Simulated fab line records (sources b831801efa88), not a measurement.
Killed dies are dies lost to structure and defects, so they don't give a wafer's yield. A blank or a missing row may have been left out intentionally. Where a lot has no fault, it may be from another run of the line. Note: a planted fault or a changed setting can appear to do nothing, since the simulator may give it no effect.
Which of the tools did it?	flow sky130	7 lots, 21 wafers sampled, at 3 steps of a route of 708

## WHAT EACH GAUGE READ, for each wafer
SKY_LOCAL_INTERCONNECT_CD_MEAS_11: the cd target is 170 nm.
lot	measured	on	cd_nm (nm)
L903	day 30 17:58	cd_sem-01	170.7 170.0 168.2
L906	day 31 18:11	cd_sem-01	168.1 168.6 168.3
L908	day 32 17:37	cd_sem-01	170.7 170.9 170.1
L910	day 33 20:04	cd_sem-01	167.3 166.7 167.4
L914	day 35 02:16	cd_sem-02	168.6 169.6 168.9
L922	day 36 18:46	cd_sem-02	170.3 170.0 170.8
L924	day 37 12:34	cd_sem-02	170.8 171.0 170.2

## WHAT TOOL EACH LOT RAN ON (gives the tool, then ch and the chambers of the sampled wafers, and finally the start)
lot	SKY_FIELD_ISO_ETCH_17	SKY_LDD_LDN_EXPOSE_04
L903	rie_si-01 ch 0,1,2, day 2 10:31	iline_stepper-02 ch 0, day 22 15:47
L906	rie_si-02 ch 0,1, day 3 02:02	iline_stepper-02 ch 0, day 23 18:23
L908	rie_si-01 ch 1,2,3, day 3 13:32	iline_stepper-02 ch 0, day 24 20:16
L910	rie_si-02 ch 0,1,2, day 3 23:01	iline_stepper-02 ch 0, day 25 23:28
L914	rie_si-02 ch 1,2, day 4 20:25	iline_stepper-01 ch 0, day 27 09:00
L922	rie_si-02 ch 0,1,3, day 6 12:23	iline_stepper-01, day 29 05:27
L924	rie_si-02 ch 0,3, day 7 00:20	iline_stepper-01, day 29 23:20
- SKY_FIELD_ISO_ETCH_17: etches Si in HBr/Cl2/O2, target depth 342 nm, time 97.7 s.
- SKY_LDD_LDN_EXPOSE_04: exposes mask LDNTM, target cd 700 nm.

## THE ANSWER, worked out from the rows above alone
Rule: usual is defined by the lots themselves. The widest of any qualifying gaps counts: lots, ordered by their means at a reading, are off when they make up no more than a third of the lots, leave a main group of 4 or more, and stand apart from it by 3 or more times the standard deviation of that group's means. A main group is skipped when, at the precision printed for the reading in the tables above, its means are all equal. Also off: a lot with no number at a reading for which 4 or more lots have one. Any other lot the step has rows for is counted as sound.
Across all readings shown, no lot is off: no conclusion can be drawn from this.

## WHAT WAS PUT IN BY THE SIMULATOR
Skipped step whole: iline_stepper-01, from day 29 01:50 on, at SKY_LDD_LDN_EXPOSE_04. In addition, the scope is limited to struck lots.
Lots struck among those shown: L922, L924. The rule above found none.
